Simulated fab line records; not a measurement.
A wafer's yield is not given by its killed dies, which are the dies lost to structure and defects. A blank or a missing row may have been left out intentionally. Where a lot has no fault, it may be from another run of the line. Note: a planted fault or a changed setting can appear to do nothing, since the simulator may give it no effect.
fab line records | flow sky130
record lots=7 | wafers=21 | last-day=50
route steps=708 shown VIA4@652 METAL5@661
lots untouched by any fault: they come from a run of this same line in which no faults occurred
start-h: start of the lot's first displayed wafer, in hours after the record's first day | wait-h: hours since the lot's step before | " unchanged from the row above | L1.1+2: a row that stands for several wafers | - no value, or no start was given | * or withheld: withheld | < > ~ a bound
route shown NAME@n: names a module that has steps shown in the file, with the first one's number in the route | usual: the fault-free wafers' mean and standard deviation | same: alike in all rows | chamber/n: place in a boat | sites: readings site by site | _std_site: the standard deviation of these | _edge_site: mean of outer sites minus mean of inner sites | radius-mm: for every site, how far away it sits from the centre of the wafer | mask NAME#n: copy n | behind: tool/chamber where the wafer was last shaped | hold: the reason the lot was held/the length of the hold in hours/how it ended | device: transistor that didn't switch, given as n, p or np | end of line: tests of these same wafers at the route's end | for a step that has no rows: nothing shown but its recipe | killed: not the wafer's yield, but the dies lost to structure and defects at the first sort | map: the dies of a wafer, with x for killed, . for not killed, _ for no die there
set.NAME: setting as actually run; set.NAME@STEP: the setting as run at that earlier step | model.NAME: the simulator's own value behind a step, which no gauge read
certain route steps with their lots: each step a table, each wafer a row
services: the hour from which a tool's chamber was out of use, counted from the record's first day as start-h (under 0 if before that day), plus the number of hours and why
## steps
# step SKY_VIA4_STRIP_13
# recipe chemistry=O2/N2 | power-w=1400 | pressure-mtorr=1500 | platen-temp-c=withheld | o2-flow-sccm=3000 | n2-flow-sccm=300 | overash-fraction=0.5
# usual drypump-motor-current-A=5.7/0.4 | oes-product-au=0.710/0.0044 | strip-time-to-endpoint-s=12.81/0.03
lot.wafer | tool            | chamber | start-h | wait-h | drypump-motor-current-A | oes-product-au | rf-hours-counter-h | strip-time-to-endpoint-s
L478.1    | plasma-asher-04 | 1       | 1044.18 | -      | 4.9                     | 0.708          | 124                | 12.81
L478.4    | "               | 1       | "       | "      | 4.9                     | 0.702          | -                  | 12.76
L478.5    | "               | 1       | "       | "      | 4.9                     | 0.704          | -                  | 12.86
L484.2    | plasma-asher-01 | 1       | 1092.05 | -      | 5.5                     | 0.712          | 94                 | 12.83
L484.4    | "               | 1       | "       | "      | 5.5                     | 0.709          | -                  | 12.84
L484.5    | "               | 1       | "       | "      | 5.5                     | 0.714          | -                  | 12.83
L485.1    | plasma-asher-04 | 1       | 1092.13 | -      | 4.9                     | 0.711          | 3                  | 12.79
L485.3    | "               | 0       | "       | "      | 6.1                     | 0.713          | -                  | 12.78
L485.5    | "               | 1       | "       | "      | 4.9                     | 0.711          | -                  | 12.80
L486.1    | plasma-asher-03 | 0       | 1096.78 | -      | 6.1                     | 0.708          | 66                 | 12.82
L486.2    | "               | 1       | "       | "      | 5.8                     | 0.714          | 66                 | 12.88
L486.5    | "               | 1       | "       | "      | 5.8                     | 0.715          | -                  | 12.81
L487.2    | plasma-asher-04 | 0       | 1098.41 | -      | 6.1                     | 0.711          | 3                  | 12.82
L487.4    | "               | 1       | "       | "      | 4.9                     | 0.712          | -                  | 12.83
L487.5    | "               | 0       | "       | "      | 6.1                     | 0.711          | -                  | 12.81
L492.2    | plasma-asher-01 | 0       | 1124.66 | -      | 6.0                     | 0.711          | 97                 | 12.82
L492.4    | "               | 1       | "       | "      | 5.5                     | 0.705          | -                  | 12.76
L492.6    | "               | 1       | "       | "      | 5.5                     | 0.717          | -                  | 12.77
L494.1    | plasma-asher-01 | 0       | 1134.25 | -      | 6.0                     | 0.710          | 99                 | 12.76
L494.2    | "               | 1       | "       | "      | 5.5                     | 0.708          | 99                 | 12.80
L494.3    | "               | 0       | "       | "      | 6.0                     | 0.707          | -                  | 12.76
# step SKY_VIA4_STRIP_14
# recipe chemistry=post-etch-residue-remover | time-s=1200 | temp-c=72.5
# step SKY_VIA4_CLEAN_15
# recipe chemistry=IPA | time-s=180 | temp-c=25
# step SKY_VIA4_CLEAN_16
# recipe chemistry=O3/DIW | dry=n2-spin
# step SKY_VIA4_SPUTTER_17
# recipe material=TiN | target-thk-nm=20 | chamber-pressure-pa=5 | power-w=4000 | time-s=80
# usual cathode-dc-power-W=3999.9/0.71 | chamber-pressure-pa=5.001/0.009 | throttle-valve-pct=29.7/1.1
lot.wafer | tool           | chamber | start-h | wait-h | cathode-dc-power-W | chamber-pressure-pa | throttle-valve-pct
L478.1    | pvd-sputter-01 | -       | 1044.77 | 0.0    | 4000.5             | 5.007               | 29.3
L478.4    | "              | -       | "       | "      | 4000.0             | 5.013               | 30.3
L478.5    | "              | -       | "       | "      | 3999.9             | 4.999               | 29.2
L484.2    | pvd-sputter-02 | -       | 1092.64 | 0.0    | 3999.1             | 4.999               | 31.4
L484.4    | "              | -       | "       | "      | 4000.8             | 4.996               | 30.6
L484.5    | "              | -       | "       | "      | 4000.4             | 5.006               | 28.3
L485.1    | pvd-sputter-03 | -       | 1092.76 | 0.0    | 3999.2             | 5.010               | 30.1
L485.3    | "              | -       | "       | "      | 3999.1             | 5.002               | 26.4
L485.5    | "              | -       | "       | "      | 4000.3             | 4.994               | 26.6
L486.1    | pvd-sputter-01 | -       | 1097.41 | 0.0    | 3999.5             | 5.006               | 30.7
L486.2    | "              | -       | "       | "      | 3999.8             | 4.990               | 30.6
L486.5    | "              | -       | "       | "      | 4000.0             | 5.008               | 29.0
L487.2    | pvd-sputter-01 | -       | 1099.00 | 0.0    | 3999.2             | 4.999               | 30.3
L487.4    | "              | -       | "       | "      | 4000.5             | 5.011               | 30.6
L487.5    | "              | -       | "       | "      | 3999.6             | 4.997               | 30.2
L492.2    | pvd-sputter-01 | -       | 1125.25 | 0.0    | 3999.0             | 4.997               | 29.4
L492.4    | "              | -       | "       | "      | 4001.0             | 4.996               | 30.5
L492.6    | "              | -       | "       | "      | 3999.6             | 4.991               | 30.4
L494.1    | pvd-sputter-01 | -       | 1134.84 | 0.0    | 4000.0             | 5.016               | 30.6
L494.2    | "              | -       | "       | "      | 3999.8             | 4.982               | 30.4
L494.3    | "              | -       | "       | "      | 4001.9             | 5.004               | 29.3
# step SKY_VIA4_CVD_18
# recipe material=W | target-thk-nm=505 | time-s=152.14 | temp-c=400 | pressure-torr=40
# step SKY_VIA4_RS_MEAS_19
# recipe thk-meas-gauge=four-point-probe | reads=W_of_VIA4_CVD_18+TiN_of_VIA4_SPUTTER_17
# usual VIA4_W_RS=0.2292/0.0025
lot.wafer | tool          | chamber | start-h | wait-h | VIA4_W_RS[ohm/sq]
L478.1    | film-metro-02 | -       | 1044.99 | 0.1    | 0.2263
L478.4    | "             | -       | "       | "      | 0.2275
L478.5    | "             | -       | "       | "      | 0.2270
L484.2    | film-metro-04 | -       | 1092.92 | 0.2    | 0.2301
L484.4    | "             | -       | "       | "      | 0.2311
L484.5    | "             | -       | "       | "      | 0.2290
L485.1    | film-metro-02 | -       | 1093.00 | 0.1    | 0.2309
L485.3    | "             | -       | "       | "      | 0.2292
L485.5    | "             | -       | "       | "      | 0.2313
L486.1    | film-metro-01 | -       | 1097.63 | 0.1    | 0.2310
L486.2    | "             | -       | "       | "      | 0.2274
L486.5    | "             | -       | "       | "      | 0.2295
L487.2    | film-metro-04 | -       | 1099.24 | 0.1    | 0.2325
L487.4    | "             | -       | "       | "      | 0.2289
L487.5    | "             | -       | "       | "      | 0.2337
L492.2    | film-metro-02 | -       | 1125.49 | 0.1    | 0.2292
L492.4    | "             | -       | "       | "      | 0.2287
L492.6    | "             | -       | "       | "      | 0.2316
L494.1    | film-metro-01 | -       | 1135.06 | 0.1    | 0.2276
L494.2    | "             | -       | "       | "      | 0.2299
L494.3    | "             | -       | "       | "      | 0.2283
# step SKY_VIA4_THK_MEAS_20
# recipe thk-meas-gauge=xrf | reads=W_of_VIA4_CVD_18
# usual VIA4_W_THK=492/7.1
lot.wafer | tool          | chamber | start-h | wait-h | VIA4_W_THK[nm]
L478.1    | film-metro-02 | -       | 1045.11 | 0.1    | 507
L478.4    | "             | -       | "       | "      | 504
L478.5    | "             | -       | "       | "      | 502
L484.2    | film-metro-04 | -       | 1093.03 | 0.1    | 488
L484.4    | "             | -       | "       | "      | 487
L484.5    | "             | -       | "       | "      | 491
L485.1    | film-metro-02 | -       | 1093.12 | 0.1    | 487
L485.3    | "             | -       | "       | "      | 493
L485.5    | "             | -       | "       | "      | 490
L486.1    | film-metro-01 | -       | 1097.75 | 0.1    | 488
L486.2    | "             | -       | "       | "      | 499
L486.5    | "             | -       | "       | "      | 492
L487.2    | film-metro-04 | -       | 1099.35 | 0.1    | 486
L487.4    | "             | -       | "       | "      | 489
L487.5    | "             | -       | "       | "      | 482
L492.2    | film-metro-02 | -       | 1125.60 | 0.1    | 490
L492.4    | "             | -       | "       | "      | 490
L492.6    | "             | -       | "       | "      | 485
L494.1    | film-metro-01 | -       | 1135.18 | 0.1    | 499
L494.2    | "             | -       | "       | "      | 495
L494.3    | "             | -       | "       | "      | 494
# step SKY_VIA4_CMP_21
# recipe stop-on=SiO2 | t-overpolish-s=25 | down-force-psi=3.5 | platen-rpm=60 | target-thk-nm=0 | pad-velocity-m-s=0.94248
# usual head-pressure-psi=3.501/0.0076 | motor-current-A=11.0/0.92 | overpolish-run-s=25.000/0.0093 | platen-rpm=60.01/0.044 | time-to-endpoint-s=121/5.3
# same t-overpolish-s=25
lot.wafer | tool   | chamber | start-h | wait-h | head-pressure-psi | motor-current-A | overpolish-run-s | platen-rpm | time-to-endpoint-s
L478.4    | cmp-02 | 3       | 1045.27 | 0.1    | 3.495             | 10.1            | 24.987           | 60.00      | 125
L478.1    | "      | 0       | "       | "      | 3.506             | 9.0             | 25.009           | 60.03      | 124
L478.5    | "      | 1       | "       | "      | 3.506             | 11.6            | 24.998           | 60.00      | 125
L484.4    | cmp-01 | 3       | 1093.13 | 0.1    | 3.502             | 11.0            | 25.003           | 59.98      | 112
L484.2    | "      | 0       | "       | "      | 3.507             | 12.1            | 24.998           | 59.98      | 116
L484.5    | "      | 3       | "       | "      | 3.507             | 10.5            | 24.986           | 60.02      | 113
L485.3    | cmp-02 | 2       | 1093.30 | 0.1    | 3.499             | 10.0            | 24.995           | 60.06      | 119
L485.1    | "      | 0       | "       | "      | 3.491             | 9.5             | 25.006           | 60.01      | 118
L485.5    | "      | 2       | "       | "      | 3.482             | 10.1            | 24.998           | 59.97      | 117
L486.2    | cmp-01 | 3       | 1097.81 | 0.0    | 3.502             | 10.5            | 24.998           | 60.04      | 116
L486.1    | "      | 0       | "       | "      | 3.495             | 12.6            | 25.001           | 59.98      | 117
L486.5    | "      | 3       | "       | "      | 3.506             | 10.6            | 25.011           | 60.05      | 113
L487.4    | cmp-02 | 0       | 1099.45 | 0.1    | 3.501             | 10.5            | 25.002           | 60.03      | 120
L487.2    | "      | 1       | "       | "      | 3.497             | 11.1            | 24.996           | 59.97      | 122
L487.5    | "      | 3       | "       | "      | 3.497             | 11.5            | 25.001           | 59.95      | 124
L492.2    | cmp-01 | 3       | 1125.90 | 0.3    | 3.511             | 11.3            | 24.997           | 59.98      | 117
L492.4    | "      | 2       | "       | "      | 3.507             | 11.8            | 25.009           | 60.03      | 119
L492.6    | "      | 0       | "       | "      | 3.492             | 12.5            | 25.005           | 59.97      | 121
L494.3    | cmp-02 | 3       | 1135.24 | 0.0    | 3.497             | 10.3            | 24.998           | 59.97      | 121
L494.2    | "      | 1       | "       | "      | 3.513             | 11.6            | 24.999           | 59.99      | 124
L494.1    | "      | 2       | "       | "      | 3.503             | 10.8            | 25.003           | 60.00      | 115
# step SKY_METAL5_SPUTTER_00
# recipe material=Ti | target-thk-nm=15 | power-w=3000 | time-s=10 | chamber-pressure-pa=0.4
# step SKY_METAL5_SPUTTER_01
# recipe material=TiN | target-thk-nm=20 | power-w=6500 | time-s=16.7 | chamber-pressure-pa=0.4
# step SKY_METAL5_SPUTTER_02
# recipe material=AlCu | target-thk-nm=1150 | power-w=10600 | time-s=61.2 | chamber-pressure-pa=0.4
# usual cathode-dc-power-W=10600/2 | chamber-pressure-pa=0.4000/0.00078 | throttle-valve-pct=29.9/0.87
lot.wafer | tool           | chamber | start-h | wait-h | cathode-dc-power-W | chamber-pressure-pa | throttle-valve-pct
L478.1    | pvd-sputter-02 | -       | 1045.51 | 0.0    | 10600              | 0.4002              | 29.7
L478.4    | "              | -       | "       | "      | 10599              | 0.4008              | 30.5
L478.5    | "              | -       | "       | "      | 10598              | 0.4013              | 31.4
L484.2    | pvd-sputter-01 | -       | 1093.43 | 0.0    | 10598              | 0.4006              | 29.3
L484.4    | "              | -       | "       | "      | 10597              | 0.3996              | 29.4
L484.5    | "              | -       | "       | "      | 10603              | 0.3992              | 29.7
L485.1    | pvd-sputter-04 | -       | 1093.65 | 0.0    | 10599              | 0.4005              | 30.1
L485.3    | "              | -       | "       | "      | 10600              | 0.4006              | 28.9
L485.5    | "              | -       | "       | "      | 10603              | 0.4000              | 30.7
L486.1    | pvd-sputter-02 | -       | 1098.15 | 0.0    | 10597              | 0.4001              | 28.4
L486.2    | "              | -       | "       | "      | 10600              | 0.4010              | 31.6
L486.5    | "              | -       | "       | "      | 10602              | 0.4008              | 28.1
L487.2    | pvd-sputter-04 | -       | 1099.74 | 0.0    | 10600              | 0.3995              | 28.8
L487.4    | "              | -       | "       | "      | 10601              | 0.4016              | 30.5
L487.5    | "              | -       | "       | "      | 10601              | 0.3992              | 29.8
L492.2    | pvd-sputter-02 | -       | 1126.25 | 0.0    | 10601              | 0.3988              | 31.3
L492.4    | "              | -       | "       | "      | 10602              | 0.4009              | 29.7
L492.6    | "              | -       | "       | "      | 10598              | 0.4003              | 29.8
L494.1    | pvd-sputter-02 | -       | 1135.58 | 0.0    | 10600              | 0.4009              | 30.9
L494.2    | "              | -       | "       | "      | 10601              | 0.3999              | 31.4
L494.3    | "              | -       | "       | "      | 10599              | 0.3992              | 30.0
# step SKY_METAL5_SPUTTER_03
# recipe material=Ti | target-thk-nm=5 | power-w=3000 | time-s=3.3 | chamber-pressure-pa=0.4
# usual cathode-dc-power-W=3000.0/0.52 | chamber-pressure-pa=0.4000/0.0008 | throttle-valve-pct=29.9/0.86
lot.wafer | tool           | chamber | start-h | wait-h | cathode-dc-power-W | chamber-pressure-pa | throttle-valve-pct
L478.1    | pvd-sputter-02 | -       | 1045.57 | 0.0    | 3000.1             | 0.4004              | 29.4
L478.4    | "              | -       | "       | "      | 2999.5             | 0.4003              | 30.7
L478.5    | "              | -       | "       | "      | 3000.0             | 0.4003              | 31.4
L484.2    | pvd-sputter-01 | -       | 1093.48 | 0.0    | 3000.0             | 0.3998              | 29.1
L484.4    | "              | -       | "       | "      | 3000.1             | 0.3993              | 29.3
L484.5    | "              | -       | "       | "      | 2999.2             | 0.3991              | 29.6
L485.1    | pvd-sputter-04 | -       | 1093.70 | 0.0    | -                  | -                   | -
L485.3    | "              | -       | "       | "      | -                  | -                   | -
L485.5    | "              | -       | "       | "      | -                  | -                   | -
L486.1    | pvd-sputter-02 | -       | 1098.21 | 0.0    | -                  | -                   | -
L486.2    | "              | -       | "       | "      | -                  | -                   | -
L486.5    | "              | -       | "       | "      | -                  | -                   | -
L487.2    | pvd-sputter-04 | -       | 1099.79 | 0.0    | -                  | -                   | -
L487.4    | "              | -       | "       | "      | -                  | -                   | -
L487.5    | "              | -       | "       | "      | -                  | -                   | -
L492.2    | pvd-sputter-02 | -       | 1126.30 | 0.0    | 3000.8             | 0.3998              | 30.8
L492.4    | "              | -       | "       | "      | 2999.7             | 0.4010              | 29.7
L492.6    | "              | -       | "       | "      | 2999.7             | 0.4018              | 29.9
L494.1    | pvd-sputter-02 | -       | 1135.64 | 0.0    | 3000.6             | 0.3993              | 30.7
L494.2    | "              | -       | "       | "      | 3000.3             | 0.3996              | 31.3
L494.3    | "              | -       | "       | "      | 3000.1             | 0.3998              | 29.7
# step SKY_METAL5_SPUTTER_04
# recipe material=TiN | target-thk-nm=70 | power-w=6500 | time-s=58.3 | chamber-pressure-pa=0.4
# usual cathode-dc-power-W=6500.2/1.3 | chamber-pressure-pa=0.3999/0.00088 | throttle-valve-pct=29.9/0.86
lot.wafer | tool           | chamber | start-h | wait-h | cathode-dc-power-W | chamber-pressure-pa | throttle-valve-pct
L478.1    | pvd-sputter-02 | -       | 1045.58 | 0.0    | 6500.1             | 0.3997              | 29.6
L478.4    | "              | -       | "       | "      | 6500.5             | 0.4004              | 30.8
L478.5    | "              | -       | "       | "      | 6499.2             | 0.4002              | 31.1
L484.2    | pvd-sputter-01 | -       | 1093.50 | 0.0    | 6499.1             | 0.4007              | 29.0
L484.4    | "              | -       | "       | "      | 6501.9             | 0.4001              | 29.5
L484.5    | "              | -       | "       | "      | 6498.2             | 0.4006              | 29.5
L485.1    | pvd-sputter-04 | -       | 1093.72 | 0.0    | 6499.7             | 0.3995              | 30.1
L485.3    | "              | -       | "       | "      | 6497.4             | 0.4018              | 29.0
L485.5    | "              | -       | "       | "      | 6497.4             | 0.4003              | 30.4
L486.1    | pvd-sputter-02 | -       | 1098.22 | 0.0    | 6499.1             | 0.3996              | 28.3
L486.2    | "              | -       | "       | "      | 6499.5             | 0.3992              | 31.2
L486.5    | "              | -       | "       | "      | 6501.7             | 0.3990              | 28.2
L487.2    | pvd-sputter-04 | -       | 1099.81 | 0.0    | 6500.2             | 0.3985              | 28.9
L487.4    | "              | -       | "       | "      | 6498.1             | 0.3996              | 30.5
L487.5    | "              | -       | "       | "      | 6498.9             | 0.3994              | 29.9
L492.2    | pvd-sputter-02 | -       | 1126.32 | 0.0    | 6501.6             | 0.4004              | 31.1
L492.4    | "              | -       | "       | "      | 6501.8             | 0.4022              | 29.6
L492.6    | "              | -       | "       | "      | 6498.9             | 0.4009              | 29.8
L494.1    | pvd-sputter-02 | -       | 1135.65 | 0.0    | 6501.7             | 0.3993              | 30.7
L494.2    | "              | -       | "       | "      | 6499.0             | 0.4010              | 31.4
L494.3    | "              | -       | "       | "      | 6499.0             | 0.4011              | 29.8
## services
tool            | chamber | start-h | hours | kind
pvd-sputter-04  | -       | 1021.23 | 0.9   | repair
plasma-asher-04 | -       | 1029.24 | 0.6   | repair
pvd-sputter-03  | -       | 1030.45 | 2.2   | repair
plasma-asher-04 | -       | 1046.59 | 2.1   | repair
plasma-asher-04 | -       | 1055.25 | 9.0   | pm
plasma-asher-04 | 0       | 1055.25 | 9.0   | vent-cycle
plasma-asher-04 | 1       | 1055.25 | 9.0   | vent-cycle
cmp-01          | -       | 1056.47 | 1.7   | repair
plasma-asher-04 | 0       | 1064.25 | -     | clean
pvd-sputter-01  | -       | 1073.97 | 2.6   | repair
plasma-asher-01 | -       | 1077.46 | 1.1   | repair
cmp-02          | -       | 1084.28 | 4.0   | pm
plasma-asher-03 | -       | 1087.81 | 0.7   | repair
cmp-02          | -       | 1088.28 | -     | consumable-replace:conditioner
cmp-02          | -       | 1088.28 | -     | consumable-replace:pad
pvd-sputter-02  | -       | 1098.74 | 11.5  | repair
pvd-sputter-02  | -       | 1104.16 | 4.2   | repair
cmp-01          | -       | 1105.11 | 1.5   | repair
cmp-01          | -       | 1110.97 | 2.2   | repair
pvd-sputter-01  | -       | 1111.15 | 2.8   | repair
cmp-02          | -       | 1116.04 | 4.9   | pm
cmp-02          | -       | 1125.41 | 8.1   | repair
plasma-asher-03 | -       | 1126.52 | 24.6  | repair
cmp-01          | -       | 1134.81 | 13.4  | pm
## key
first-sign step=SKY_METAL5_SPUTTER_03 | reading=tool-record | direction=missing
effect none on later readings
met-at SKY_METAL5_SPUTTER_03
struck-wafers L485.1,L485.3,L485.5,L486.1,L486.2,L486.5,L487.2,L487.4,L487.5
later-rows-left-out L485.1,L485.3,L485.5,L486.1,L486.2,L486.5,L487.2,L487.4,L487.5
sort-left-out L485.1,L485.3,L485.5,L486.1,L486.2,L486.5,L487.2,L487.4,L487.5
onset-between 1045.57 1093.70
fault kind=skipped-step-whole | tool=pvd-sputter-02,pvd-sputter-04 | chamber=- | onset-h=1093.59 | steps=SKY_METAL5_SPUTTER_03 | scope=struck-lots-only
# sort-left-out: the simulated sort isn't trusted on such a fault, so these wafers' sort isn't shown, and their yield isn't known
# later-rows-left-out: the simulator's readings of these wafers behind a module that went badly wrong aren't trusted and aren't shown, but for the sort
